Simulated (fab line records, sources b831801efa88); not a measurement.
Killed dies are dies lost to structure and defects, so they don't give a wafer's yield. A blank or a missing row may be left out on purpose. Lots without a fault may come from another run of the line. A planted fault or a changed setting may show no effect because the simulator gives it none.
A struck lot beside a sound one | flow sky130 | 15 steps out of a route of 708
Sound: wafers L736.1, L736.3, L736.6. Struck: wafers L749.2, L749.4, L749.6. The cause comes at the end.
At each step with rows: each side's tool, then ch and its chambers, then its first start. Under that, the readings that differ: sound wafers | struck wafers | difference of the means | sigmas: that difference in standard deviations of wafers without a fault.
alike: readings whose means differ by less than 2 such deviations, and words and numbers that are the same on both sides. not compared: withheld readings, readings that some wafer has no value for, bounds like >300 that may hide the same value, and numbers for which the record gives no deviation and whose values overlap.
The two part at a step that has a row with sigmas, a row that says differs or no value, or rows on one side only. Numbers that don't overlap but have no deviation are shown without sigmas and don't part them. A reading that every wafer of one side lacks parts them only if that side has two wafers or more.

first, 4 steps without rows for these wafers: SKY_VT_ADJUST_LVTN_SOFTBAKE_14 (time 60 s); SKY_VT_ADJUST_LVTN_EXPOSE_15 (exposes mask HVN STD DERIVED, target cd 600 nm); SKY_VT_ADJUST_LVTN_PEB_16; SKY_VT_ADJUST_LVTN_DEVELOP_17 (develop time 60 s).
SKY_VT_ADJUST_LVTN_OVL_MEAS_18:
  sound on overlay-01, day 9 21:10; struck on overlay-01, day 14 01:01
  alike: VT_ADJUST_LVTN_01_OVL
then, 1 step without rows for these wafers: SKY_VT_ADJUST_LVTN_IMPLANT_19.
SKY_VT_ADJUST_LVTN_STRIP_20: strips in O2/N2.
  sound on plasma_asher-04 ch 0,1, day 9 21:20; struck on plasma_asher-02 ch 0,1, day 14 01:11
  alike: chamber_pressure_mTorr, drypump_motor_current_A, oes_product_au, strip_time_to_endpoint_s
  not compared: rf_hours_counter_h
SKY_VT_ADJUST_LVTN_TW_MEAS_21:
  sound on film_metro-03, day 9 21:26; struck on film_metro-03, day 14 01:18
  alike: VT_ADJUST_LVTN_2_TW
then, 4 steps without rows for these wafers: SKY_VT_ADJUST_NCORE_DEHYDRATE_00 (time 60 s); SKY_VT_ADJUST_NCORE_HMDS_01 (prime time 60 s); SKY_VT_ADJUST_NCORE_COAT_02 (resist thk 1140 nm); SKY_VT_ADJUST_NCORE_SOFTBAKE_03 (time 60 s).
SKY_VT_ADJUST_NCORE_EXPOSE_04: exposes mask LVTN COMPLEMENT THIN, target cd 380 nm.
  sound on iline_stepper-02 ch 0, day 10 08:52; struck on iline_stepper-02 ch 0, day 14 15:01
  reading                                 | sound                | struck            | difference | sigmas
  model.VT_ADJUST_NCORE.overlay_x_nm (nm) | 0.4194 0.4194 0.4194 | 1.348 1.348 1.348 | +0.929     |
  alike: mask
then, 1 step without rows for these wafers: SKY_VT_ADJUST_NCORE_PEB_05.
-- the record jumps here: 36 days lie between the struck wafers' starts before and after (it left off in module VT_ADJUST_NCORE and takes up again in module PAD_OPEN, whose first step shown is number 708 of the route) --
SKY_PAD_OPEN_PROBE_99:
  sound on prober-01, day 47 17:52; struck on prober-01, day 50 19:20
  alike: killed_at_M0_to_M3, killed_at_M4_up, killed_at_contacts, killed_at_front_end, killed_at_other, killed_dies, killed_on_rim, killed_open, killed_short

WHERE THEY PART
Nowhere in this record.

WHY: what the simulator had put in
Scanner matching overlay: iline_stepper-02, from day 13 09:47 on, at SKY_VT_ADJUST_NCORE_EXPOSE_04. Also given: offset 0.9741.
